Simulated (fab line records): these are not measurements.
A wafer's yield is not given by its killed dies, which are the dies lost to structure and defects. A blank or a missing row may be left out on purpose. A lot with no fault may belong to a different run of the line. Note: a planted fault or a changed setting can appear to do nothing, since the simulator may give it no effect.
Which of the tools did it? :: flow gf180mcu :: Sampling: 6 lots, 18 wafers, 2 of 602 route steps

WHAT THE GAUGES READ, wafer by wafer
GF_DNWELL_TW_MEAS_09.
lot: L579
measured: day 3 17:01
on: film_metro-04
DNWELL_TW: 1328 1330 1334

lot: L582
measured: day 4 08:14
on: film_metro-01
DNWELL_TW: 1344 1338 1340

lot: L584
measured: day 4 17:58
on: film_metro-03
DNWELL_TW: 1359 1357 1355

lot: L587
measured: day 5 09:06
on: film_metro-01
DNWELL_TW: 1344 1357 1352

lot: L595
measured: day 7 04:48
on: film_metro-03
DNWELL_TW: 1175 1165 1170

lot: L597
measured: day 7 22:00
on: film_metro-03
DNWELL_TW: 1359 1368 1369

EACH LOT AND THE TOOL THAT RAN IT (in order: tool; ch and the chambers of the sampled wafers; start)
lot: L579
GF_DNWELL_IMPLANT_07: implanter-04 ch 0, day 3 16:47

lot: L582
GF_DNWELL_IMPLANT_07: implanter-01 ch 0, day 4 08:01

lot: L584
GF_DNWELL_IMPLANT_07: implanter-01 ch 0, day 4 17:46

lot: L587
GF_DNWELL_IMPLANT_07: implanter-01 ch 0, day 5 08:51

lot: L595
GF_DNWELL_IMPLANT_07: implanter-04 ch 0, day 7 04:33

lot: L597
GF_DNWELL_IMPLANT_07: implanter-02 ch 0, day 7 21:45
- GF_DNWELL_IMPLANT_07

THE ANSWER, worked out from the rows above alone
Rule: what is usual is taken from the lots themselves. The widest of any qualifying gaps counts: lots, ordered by their means at a reading, are off when they make up no more than a third of the lots, leave a main group of 4 or more, and stand apart from it by 3 or more times the standard deviation of that group's means. A main group whose means are all the same, to the digits that the tables above print for the reading, isn't used. Also off: a lot with no number at a reading for which 4 or more lots have one. The other lots that the step has rows for count as sound.
Off: L595, at GF_DNWELL_TW_MEAS_09 (DNWELL_TW). For the main group the mean is 1349 and the standard deviation 12.
If a tool, at a process step before that reading, ran all the lots that are off and no sound lot after the first of them, it fits. Gauges at GF_DNWELL_TW_MEAS_09: tried the same way as those tools. One fits: GF_DNWELL_IMPLANT_07 on implanter-04. Its last sound lot is L579 (day 3 16:47), its first lot that is off L595 (day 7 04:33): a fault that began between those two fits.

WHAT THE SIMULATOR HAD PUT IN
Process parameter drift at GF_DNWELL_IMPLANT_07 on implanter-04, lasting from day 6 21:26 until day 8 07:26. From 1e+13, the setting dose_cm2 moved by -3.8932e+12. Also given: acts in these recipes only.
Lots struck among those shown: L595. The rule above reached the same finding.
